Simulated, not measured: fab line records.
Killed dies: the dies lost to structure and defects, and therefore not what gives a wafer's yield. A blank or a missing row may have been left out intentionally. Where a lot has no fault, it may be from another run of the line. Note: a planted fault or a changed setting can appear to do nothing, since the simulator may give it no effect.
A lot that was struck, set against a sound lot	flow sky130	17 steps out of a route of 708
Sound: these wafers, L357.3, L357.4, L357.6. Wafers L361.4, L361.5, L361.6 were the ones struck. The cause is given at the end.
For every step that has rows: the tool of each side, followed by ch and its chambers, followed by its first start. Under that, the readings that differ: sound wafers	struck wafers	difference of the means	sigmas: that difference in standard deviations of wafers without a fault.
alike: a reading whose means differ by less than 2 such deviations, as well as words and numbers matching on both sides. not compared: withheld readings; readings where some wafer has no value; bounds like >300 that might hide an equal value; numbers whose values overlap and for which the record gives no deviation.
The two part at a step that has a row with sigmas, a row that says differs or no value, or rows on one side only. Non-overlapping numbers with no deviation appear without sigmas and do not part them. A reading that every wafer of one side lacks parts them only if that side has two wafers or more.

first, 3 steps without rows for these wafers: SKY_VIA3_EXPOSE_09 (exposes mask VIM3, target cd 200 nm); SKY_VIA3_PEB_10; SKY_VIA3_DEVELOP_11 (develop time 60 s).
SKY_VIA3_CD_MEAS_12: the cd target is 200 nm.
  struck on cd-sem-02, day 43 19:01; sound on cd-sem-02, day 43 11:26
  alike: cd-nm
SKY_VIA3_OVL_MEAS_13:
  struck on overlay-02, day 43 19:06; sound on overlay-02, day 43 11:31
  alike: VIA3_OVL
SKY_VIA3_ETCH_14: etches BARC in N2/H2, stops on SiO2, time 45.9 s, target depth 60 nm.
  sound on rie-diel-03 ch 1,3, day 43 11:32; struck on rie-diel-02 ch 0,1,3, day 43 19:07
  alike: drypump-motor-current-A, oes-product-au, throttle-valve-pct
  not compared: rf-hours-counter-h
SKY_VIA3_ETCH_15: etches SiO2 in C4F8/O2/Ar, stops on TiN, target depth 507 nm, time 78 s.
  sound on rie-diel-03 ch 1,3, day 43 11:35; struck on rie-diel-02 ch 0,1,3, day 43 19:10
  alike: oes-product-au
  not compared: rf-hours-counter-h
SKY_VIA3_STRIP_16: strips in O2/N2.
  sound on plasma-asher-04 ch 0,1, day 43 11:41; struck on plasma-asher-03 ch 0,1, day 43 19:15
reading	sound	struck	difference	sigmas
drypump-motor-current-A (A)	5.9 6.2 6.2	5.3 5.3 5.6	-0.7	-2
  alike: oes-product-au, strip-time-to-endpoint-s
  not compared: rf-hours-counter-h
then, 3 steps without rows for these wafers: SKY_VIA3_STRIP_17 (strips in post etch residue remover, time 1200 s); SKY_VIA3_CLEAN_18 (cleans in IPA, time 180 s); SKY_VIA3_CLEAN_19 (cleans in O3/DIW).
SKY_VIA3_SPUTTER_20: material TiN, target thk 20 nm, time 80 s.
  struck on pvd-sputter-02, day 43 19:49; sound on pvd-sputter-02, day 43 12:14
  alike: throttle-valve-pct
SKY_VIA3_CVD_21: deposits W, target thk 390 nm, time 117.31 s.
  sound on cvd-w-02 ch 0,1, day 43 12:20; struck on cvd-w-02 ch 0,1, day 43 19:55
  alike: heater-power-w
SKY_VIA3_RS_MEAS_22: measures by four-point-probe.
  struck on film-metro-04, day 43 20:04; sound on film-metro-01, day 43 12:28
reading	sound	struck	difference	sigmas
VIA3_W_RS (ohm/sq)	0.295 0.285 0.298	0.463 0.459 0.432	+0.159	+32
SKY_VIA3_THK_MEAS_23: measures by xrf.
  struck on film-metro-04, day 43 20:09; sound on film-metro-01, day 43 12:34
reading	sound	struck	difference	sigmas
VIA3_W_THK (nm)	384 396 380	287 290 303	-93	-13
SKY_VIA3_CMP_24: polishes, stops on SiO2, t overpolish 20 s, target thk 0 nm.
  sound on cmp-01 ch 0,2, day 43 12:39; struck on cmp-02 ch 2,3, day 43 20:11
  alike: motor-current-A, overpolish-run-s, time-to-endpoint-s
-- the record jumps here: 6 days lie between the struck wafers' starts before and after (it left off in module VIA3 and takes up again in module PAD_OPEN, whose first step shown is number 708 of the route) --
SKY_PAD_OPEN_PROBE_99:
  struck on prober-02, day 49 08:16; sound on prober-02, day 48 22:36
  alike: defect-limited-yield, killed_at_M0_to_M3, killed_at_M4_up, killed-at-contacts, killed-at-front-end, killed-at-other, killed-dies, killed-open, killed-short, sort_bin_3_pad_short, sort_bin_5_function, sort_bin_6_memory, sort-n-pass, sort-yield-pct

== WHERE THEY PART ==
Earliest at SKY_VIA3_STRIP_16; latest, in this record, at SKY_VIA3_THK_MEAS_23. Later steps at which nothing parts them and some readings are alike: SKY_VIA3_CMP_24, SKY_PAD_OPEN_PROBE_99.

WHY: what had been put in by the simulator
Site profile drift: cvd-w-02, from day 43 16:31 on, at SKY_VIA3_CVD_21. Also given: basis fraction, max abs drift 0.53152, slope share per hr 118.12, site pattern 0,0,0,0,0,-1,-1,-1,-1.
